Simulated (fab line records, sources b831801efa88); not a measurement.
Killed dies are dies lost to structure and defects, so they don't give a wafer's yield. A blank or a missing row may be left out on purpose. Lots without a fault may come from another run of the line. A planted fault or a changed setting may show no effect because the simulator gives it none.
fab line records | flow sky130 | part 2 of 2: steps 23 to 30 of 30
record lots=5 wafers=15 last_day=49
route steps=708 shown PWDE@49 NWELL@56
lots that met no fault: from a run of the same line without faults
start_h: hours from the record's first day to the start of the lot's first wafer shown | wait_h: hours since the lot's step before | " the same as in the row above | L1.1+2: a row that stands for several wafers | - no value, or no start given | * or withheld: withheld | < > ~ a bound
route shown NAME@n: a module of which the file shows steps, and the number in the route of the first | usual: mean/standard deviation of fault-free wafers | same: alike in all rows | chamber/n: place in a boat | sites: the reading at each site | _std_site: their standard deviation | _edge_site: outer sites' mean less inner sites' | radius_mm: how far each site lies from the wafer's centre | mask NAME#n: copy n | behind: the tool/chamber that last shaped the wafer | hold: why the lot was held/for how many hours/how that ended | device: the transistor (n, p or np) that didn't switch | end of line: the same wafers' tests at the end of the route | a step without rows: its recipe alone | killed: dies lost to structure and defects at the first sort, not the wafer's yield | map: a wafer's dies, x killed, . not, _ none there
set.NAME: the setting as run; set.NAME@STEP: as run at that earlier step | model.NAME: the simulator's own value behind a step, which no gauge read
lots at some steps of the route; a table a step, a row a wafer
services: from which hour (start_h, from the record's first day; less than 0 if before it) a tool's chamber was out of use, for how many hours, and why
## steps
# step SKY_NWELL_COAT_18
# recipe spin_rpm=2000 resist_thk_nm=3000
# usual resist_line_temp_C=23.00/0.094
# columns lot.wafer tool chamber start_h wait_h resist_line_temp_C
L074.3 litho_track-01 0 95.86 0.1 22.99
L074.4 " 0 " " 23.06
L074.5 " 0 " " 23.07
L082.1 litho_track-02 0 141.79 0.1 22.97
L082.3 " 0 " " 22.96
L082.4 " 0 " " 23.06
L086.2 litho_track-02 0 164.86 0.1 22.93
L086.4 " 0 " " 23.09
L086.5 " 0 " " 23.14
L093.2 litho_track-04 0 207.19 0.1 22.94
L093.3 " 0 " " 22.92
L093.5 " 0 " " 22.97
L094.3 litho_track-01 0 210.91 0.1 22.79
L094.5 " 0 " " 22.86
L094.6 " 0 " " 22.99
# step SKY_NWELL_SOFTBAKE_19
# recipe temp_c=110 time_s=withheld
# usual resist_line_temp_C=23.00/0.11
# columns lot.wafer tool chamber start_h wait_h resist_line_temp_C
L074.3 litho_track-01 0 96.02 0.1 23.04
L074.4 " 0 " " 23.05
L074.5 " 0 " " 23.01
L082.1 litho_track-02 0 141.94 0.1 22.62
L082.3 " 0 " " 22.93
L082.4 " 0 " " 22.79
L086.2 litho_track-02 0 165.02 0.1 22.92
L086.4 " 0 " " 23.03
L086.5 " 0 " " 23.07
L093.2 litho_track-04 0 207.35 0.1 22.92
L093.3 " 0 " " 22.86
L093.5 " 0 " " 22.90
L094.3 litho_track-01 0 211.07 0.1 22.83
L094.5 " 0 " " 22.96
L094.6 " 0 " " 22.91
# step SKY_NWELL_EXPOSE_20
# recipe mask_id=NWM_COMPLEMENT na=0.6 source_shape=conventional sigma_outer=0.6 polarization=unpolarized target_cd_nm=840 dose_mj=260
# usual reticle_temp_C=23.00/0.1
# columns lot.wafer tool chamber start_h wait_h mask reticle_temp_C
L074.3 iline_stepper-02 0 - - NWM_COMPLEMENT#0 22.93
L074.4 " 0 " " NWM_COMPLEMENT#0 22.93
L074.5 " 0 " " NWM_COMPLEMENT#0 22.85
L082.1 iline_stepper-01 0 - - NWM_COMPLEMENT#0 23.03
L082.3 " 0 " " NWM_COMPLEMENT#0 22.87
L082.4 " 0 " " NWM_COMPLEMENT#0 22.94
L086.2 iline_stepper-01 0 - - NWM_COMPLEMENT#0 22.79
L086.4 " 0 " " NWM_COMPLEMENT#0 22.77
L086.5 " 0 " " NWM_COMPLEMENT#0 22.88
L093.2 iline_stepper-02 0 - - NWM_COMPLEMENT#0 22.90
L093.3 " 0 " " NWM_COMPLEMENT#0 23.09
L093.5 " 0 " " NWM_COMPLEMENT#0 23.04
L094.3 iline_stepper-01 0 - - NWM_COMPLEMENT#0 23.04
L094.5 " 0 " " NWM_COMPLEMENT#0 23.02
L094.6 " 0 " " NWM_COMPLEMENT#0 23.03
# step SKY_NWELL_PEB_21
# recipe temp_c=115 time_s=withheld
# usual resist_line_temp_C=22.99/0.11
# columns lot.wafer tool chamber start_h wait_h resist_line_temp_C
L074.3 litho_track-02 0 - - 22.89
L074.4 " 0 " " 23.03
L074.5 " 0 " " 22.96
L082.1 litho_track-01 0 - - 22.88
L082.3 " 0 " " 22.91
L082.4 " 0 " " 22.90
L086.2 litho_track-01 0 - - 23.14
L086.4 " 0 " " 23.05
L086.5 " 0 " " 22.99
L093.2 litho_track-02 0 - - 22.95
L093.3 " 0 " " 23.02
L093.5 " 0 " " 23.07
L094.3 litho_track-01 0 - - 23.16
L094.5 " 0 " " 23.17
L094.6 " 0 " " 23.19
# step SKY_NWELL_DEVELOP_22
# recipe wall_angle_deg=90 developer=TMAH develop_time_s=60 dev_temp_c=23
# usual resist_line_temp_C=22.98/0.097
# columns lot.wafer tool chamber start_h wait_h resist_line_temp_C
L074.3 litho_track-02 0 - - 22.92
L074.4 " 0 " " 22.85
L074.5 " 0 " " 23.01
L082.1 litho_track-01 0 - - 22.84
L082.3 " 0 " " 22.99
L082.4 " 0 " " 22.90
L086.2 litho_track-01 0 - - 23.07
L086.4 " 0 " " 23.09
L086.5 " 0 " " 23.09
L093.2 litho_track-02 0 - - 22.95
L093.3 " 0 " " 22.86
L093.5 " 0 " " 23.03
L094.3 litho_track-01 0 - - 22.97
L094.5 " 0 " " 22.85
L094.6 " 0 " " 22.97
# step SKY_NWELL_OVL_MEAS_23
# usual NWELL_01_OVL=-1.0/1.4
# columns lot.wafer tool chamber start_h wait_h NWELL_01_OVL[nm]
L074.3 overlay-02 - 104.65 - -2.6
L074.4 " - " " -0.4
L074.5 " - " " 0.2
L082.1 overlay-02 - 152.06 - 1.3
L082.3 " - " " 1.0
L082.4 " - " " 0.7
L086.2 overlay-01 - 175.91 - 0.3
L086.4 " - " " 0.3
L086.5 " - " " -0.3
L093.2 overlay-01 - 218.54 - -1.0
L093.3 " - " " -2.3
L093.5 " - " " -1.9
L094.3 overlay-02 - 223.12 - -3.6
L094.5 " - " " -5.6
L094.6 " - " " -2.4
# step SKY_NWELL_IMPLANT_24
# recipe species=B energy_kev=140 dose_cm2=9.2e+12 tilt_deg=withheld
# usual beam_energy_keV=140.00/0.04 dose_ions_cm2=9.199e+12/8.3e+09 end_station_pressure_torr=5.03e-06/2.9e-07 faraday_current_uA=51.9/0.98
# columns lot.wafer tool chamber start_h wait_h beam_energy_keV dose_ions_cm2 end_station_pressure_torr faraday_current_uA
L074.3 implanter-01 0 104.73 0.1 139.96 9.201e+12 4.51e-06 51.8
L074.4 " 0 " " 140.04 9.196e+12 5.25e-06 52.5
L074.5 " 0 " " 140.04 9.198e+12 4.63e-06 50.7
L082.1 implanter-02 0 152.09 0.0 140.12 9.202e+12 5.1e-06 51.5
L082.3 " 0 " " 139.99 9.199e+12 5.42e-06 51.6
L082.4 " 0 " " 140.04 9.206e+12 4.69e-06 53.2
L086.2 implanter-02 0 175.97 0.0 140.04 9.207e+12 5.01e-06 53.0
L086.4 " 0 " " 140.04 9.206e+12 5.14e-06 52.2
L086.5 " 0 " " 140.04 9.204e+12 5.15e-06 54.0
L093.2 implanter-01 0 218.60 0.0 139.93 9.188e+12 4.72e-06 52.5
L093.3 " 0 " " 139.92 9.19e+12 5.34e-06 51.5
L093.5 " 0 " " 139.93 9.196e+12 4.78e-06 51.0
L094.3 implanter-03 0 223.19 0.1 140.02 9.214e+12 5.03e-06 51.6
L094.5 " 0 " " 139.98 9.216e+12 4.71e-06 51.3
L094.6 " 0 " " 139.98 9.202e+12 4.51e-06 52.7
# step SKY_NWELL_STRIP_25
# recipe chemistry=O2/N2 power_w=1400 pressure_mtorr=1500 platen_temp_c=withheld o2_flow_sccm=3000 n2_flow_sccm=300 overash_fraction=0.5
# usual drypump_motor_current_A=5.69/0.25 oes_product_au=0.723/0.005 strip_time_to_endpoint_s=36.95/0.1
# columns lot.wafer tool chamber start_h wait_h drypump_motor_current_A oes_product_au rf_hours_counter_h strip_time_to_endpoint_s
L074.3 plasma_asher-04 0 104.86 0.1 5.82 0.724 - 37.06
L074.4 " 1 " " 5.91 0.720 - 37.24
L074.5 " 1 " " 5.91 0.719 - 37.12
L082.1 plasma_asher-03 0 152.24 0.1 5.81 0.714 47 36.94
L082.3 " 0 " " 5.83 0.731 - 36.92
L082.4 " 1 " " 5.96 0.720 - 36.83
L086.2 plasma_asher-01 1 176.09 0.1 5.78 0.721 38 37.05
L086.4 " 0 " " 5.26 0.713 - 36.79
L086.5 " 0 " " 5.28 0.722 - 36.88
L093.2 plasma_asher-01 1 218.72 0.1 5.75 0.721 43 36.84
L093.3 " 1 " " 5.77 0.718 - 36.80
L093.5 " 0 " " 5.26 0.707 - 36.83
L094.3 plasma_asher-04 1 223.32 0.1 5.91 0.727 - 36.95
L094.5 " 0 " " 5.78 0.724 - 36.88
L094.6 " 1 " " 5.90 0.721 - 36.85
## services
# columns tool chamber start_h hours kind
plasma_asher-01 - 39.78 9.3 repair
iline_stepper-01 - 47.23 6.9 repair
implanter-02 - 50.59 1.3 repair
implanter-03 - 74.66 2.4 repair
plasma_asher-04 - 77.09 1.6 repair
iline_stepper-02 - 86.11 5.5 repair
implanter-01 - 94.78 3.2 repair
plasma_asher-04 - 107.60 9.5 repair
plasma_asher-02 - 107.70 8.8 repair
plasma_asher-02 - 116.51 9.0 pm
plasma_asher-02 - 118.57 22.4 repair
iline_stepper-01 0 122.93 - calibration
plasma_asher-02 - 148.01 12.0 repair
plasma_asher-04 - 155.58 28.1 pm
implanter-01 - 158.35 1.1 repair
iline_stepper-02 - 162.93 1.1 repair
iline_stepper-02 - 163.98 1.7 pm
implanter-01 - 164.60 1.5 repair
plasma_asher-03 - 169.66 6.6 repair
implanter-03 - 179.70 5.0 repair
implanter-04 - 187.35 1.1 repair
plasma_asher-02 - 212.40 3.1 repair
plasma_asher-03 - 216.49 14.6 pm
iline_stepper-01 - 220.39 6.0 repair
